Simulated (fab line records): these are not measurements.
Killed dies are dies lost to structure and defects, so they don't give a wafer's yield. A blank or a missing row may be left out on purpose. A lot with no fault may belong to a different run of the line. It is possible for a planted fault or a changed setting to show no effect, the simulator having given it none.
A struck lot beside a sound one	flow sky130	20 steps out of a route of 708
Sound: these wafers, L330.1, L330.2, L330.4. Wafers L343.2, L343.4, L343.6 were the ones struck. The cause is named last.
Order at every step that has rows: each side's tool, ch and its chambers, its first start. Under that, the readings that differ: sound wafers	struck wafers	difference of the means	sigmas: that difference in standard deviations of wafers without a fault.
alike: same words and numbers on both sides, and readings whose means sit less than 2 such deviations apart. not compared: any withheld reading, any reading some wafer has no value for, any bound like >300 that may hide the same value, and any number with overlapping values for which the record gives no deviation.
Wherever a step has rows on one side only, a row that says differs or no value, or a row with sigmas, the two part there. When numbers do not overlap yet have no deviation, they are printed without sigmas and do not part them. Lack of a reading on every wafer of one side parts them only where that side has two or more wafers.

SKY_LDD_HVP_OVL_MEAS_07:
  sound on overlay-02, day 21 06:55; struck on overlay-01, day 25 23:26
reading	sound	struck	difference	sigmas
LDD_HVP_OVL (nm)	1.3 4.4 2.1	0.5 -0.2 -0.3	-2.6	-2
following that, these wafers have no rows for 1 step: SKY_LDD_HVP_IMPLANT_08.
SKY_LDD_HVP_STRIP_09: strips in O2/N2.
  sound on plasmaAsher-04 ch 0,1, day 21 07:07; struck on plasmaAsher-04 ch 0,1, day 25 23:37
  alike: drypumpMotorCurrentA, oesProductAu, stripTimeToEndpointS
  not compared: rfHoursCounterH
SKY_LDD_HVP_TW_MEAS_10:
  sound on filmMetro-02, day 21 07:13; struck on filmMetro-01, day 25 23:43
  alike: LDD_HVP_TW
then, 7 steps without rows for these wafers: SKY_LDD_LDN_DEHYDRATE_00 (time 60 s); SKY_LDD_LDN_HMDS_01 (prime time 60 s); SKY_LDD_LDN_COAT_02 (resist thk 1140 nm); SKY_LDD_LDN_SOFTBAKE_03 (time 57.78 s); SKY_LDD_LDN_EXPOSE_04 (exposes mask LDNTM, target cd 700 nm); SKY_LDD_LDN_PEB_05; SKY_LDD_LDN_DEVELOP_06 (develop time 60 s).
SKY_LDD_LDN_OVL_MEAS_07:
  sound on overlay-02, day 22 13:12; struck on overlay-02, day 27 04:07
reading	sound	struck	difference	sigmas
LDD_LDN_OVL (nm)	-1.8 -1.5 -1.6	2.5 2.7 3.2	+4.4	+3
SKY_LDD_LDN_IMPLANT_08:
  sound on implanter-02 ch 0, day 22 13:14; struck on implanter-02 ch 0, day 27 04:10
reading	sound	struck	difference	sigmas
doseIonsCm2	1.2499e+13 1.2511e+13 1.2503e+13	1.266e+12 1.269e+12 1.276e+12	-1.123e+13	-99 or more
faradayCurrentUA	70.6 71.8 70.9	7.1 7.2 7.0	-64.0	-43
then, 3 steps without rows for these wafers: SKY_LDD_LDN_IMPLANT_09; SKY_LDD_LDN_IMPLANT_10; SKY_LDD_LDN_IMPLANT_11.
SKY_LDD_LDN_STRIP_12: strips in O2/N2.
  sound on plasmaAsher-01 ch 0,1, day 22 13:50; struck on plasmaAsher-02 ch 0,1, day 27 04:44
  alike: drypumpMotorCurrentA, oesProductAu, stripTimeToEndpointS
  not compared: rfHoursCounterH
SKY_LDD_LDN_TW_MEAS_13:
  sound on filmMetro-01, day 22 13:56; struck on filmMetro-04, day 27 04:51
reading	sound	struck	difference	sigmas
LDD_LDN_TW	1480 1472 1478	1375 1373 1371	-104	-12
then, 1 step without rows for these wafers: SKY_LDD_LDN_CLEAN_14 (cleans in SC1/SC2, time 150 s).
-- here the record skips 21 days between the struck wafers' starts before and after, leaving off in module LDD_LDN and picking up in module PAD_OPEN (first step shown: number 708 of the route) --
SKY_PAD_OPEN_PROBE_99:
  sound on prober-02, day 45 11:59; struck on prober-01, day 48 14:15
reading	sound	struck	difference	sigmas
model.etest.tipSonos.rsOhmSq	2745 2755 2712	2990 3071 3072	+307	
  alike: killed_at_M0_to_M3, killed_at_M4_up, killedAtContacts, killedAtFrontEnd, killedAtOther, killedDies, killedOnRim, killedOpen, killedShort

WHERE THEY PART
At SKY_LDD_HVP_OVL_MEAS_07 first; at SKY_LDD_LDN_TW_MEAS_13 last (within this record only). Later steps at which nothing parts them and some readings are alike: SKY_PAD_OPEN_PROBE_99.

WHY: what the simulator had put in
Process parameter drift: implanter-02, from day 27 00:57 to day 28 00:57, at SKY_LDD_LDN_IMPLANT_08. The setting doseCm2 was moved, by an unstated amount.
